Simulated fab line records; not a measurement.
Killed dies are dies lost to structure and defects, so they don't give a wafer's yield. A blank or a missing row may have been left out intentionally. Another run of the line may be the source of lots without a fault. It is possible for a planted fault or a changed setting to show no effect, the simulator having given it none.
Chamber matching / flow sfq_line / 4 sister chambers for SFQ_TRILAYER_I1_VIA_ETCH_VIA_ETCH_052 on rie_diel-01
The step etches SiO2 in CHF3, stops on Nb, target depth 260 nm. 16 wafers are shown with their chamber, then 7 later ones without.

## WAFERS, EACH WITH ITS CHAMBER
wafer=L450.2; chamber=1; oes_product_au (a.u.)=0.847
wafer=L450.5; chamber=1; oes_product_au (a.u.)=0.857
wafer=L450.6; chamber=0; oes_product_au (a.u.)=0.851
wafer=L452.1; chamber=0; oes_product_au (a.u.)=0.850
wafer=L452.3; chamber=1; oes_product_au (a.u.)=0.844
wafer=L452.4; chamber=2; oes_product_au (a.u.)=0.850
wafer=L453.1; chamber=1; oes_product_au (a.u.)=0.858
wafer=L453.3; chamber=3; oes_product_au (a.u.)=0.853
wafer=L453.4; chamber=2; oes_product_au (a.u.)=0.865
wafer=L455.1; chamber=0; oes_product_au (a.u.)=0.855
wafer=L455.4; chamber=3; oes_product_au (a.u.)=0.857
wafer=L455.5; chamber=1; oes_product_au (a.u.)=0.850
wafer=L460.1; chamber=2; oes_product_au (a.u.)=0.860
wafer=L460.2; chamber=1; oes_product_au (a.u.)=0.852
wafer=L460.4; chamber=3; oes_product_au (a.u.)=0.855
wafer=L462.2; chamber=0; oes_product_au (a.u.)=0.851

SIGNATURES (means of the wafers above)
reading=oes_product_au; chamber 0=0.85175; chamber 1=0.85133; chamber 2=0.85833; chamber 3=0.85500; scatter within a chamber=0.00492
Rule: a wafer lies at a distance from a chamber equal to the root of the sum of squares, over the readings, of (its reading less the chamber's mean, divided by the reading's scatter). If the next closest chamber is less than 2 further off than the closest, the wafer can't be placed; otherwise it belongs to the closest. The scatter: take each reading less its chamber's mean, square it, sum over the shown wafers, divide by the number of wafers less the number of chambers, and take the root.

## WAFERS WITH NO CHAMBER GIVEN
wafer=L462.3; oes_product_au (a.u.)=0.859
wafer=L462.5; oes_product_au (a.u.)=0.854
wafer=L467.2; oes_product_au (a.u.)=0.853
wafer=L467.5; oes_product_au (a.u.)=0.850
wafer=L470.1; oes_product_au (a.u.)=0.861
wafer=L470.3; oes_product_au (a.u.)=0.864
wafer=L470.4; oes_product_au (a.u.)=0.859

## CHAMBER TAKEN BY EACH
wafer=L462.3; from the rows above=can't be placed: 2 or 3 or 0 or 1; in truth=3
wafer=L462.5; from the rows above=can't be placed: 3 or 0 or 1 or 2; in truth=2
wafer=L467.2; from the rows above=can't be placed: 0 or 1 or 3 or 2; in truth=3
wafer=L467.5; from the rows above=can't be placed: 1 or 0 or 3 or 2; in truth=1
wafer=L470.1; from the rows above=can't be placed: 2 or 3 or 0 or 1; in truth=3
wafer=L470.3; from the rows above=can't be placed: 2 or 3 or 0 or 1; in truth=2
wafer=L470.4; from the rows above=can't be placed: 2 or 3 or 0 or 1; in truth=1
Correct placement for 0 of the 7. From these rows, 7 cannot be placed; in 7 the true chamber is one of the candidates. Number placed wrongly: 0.
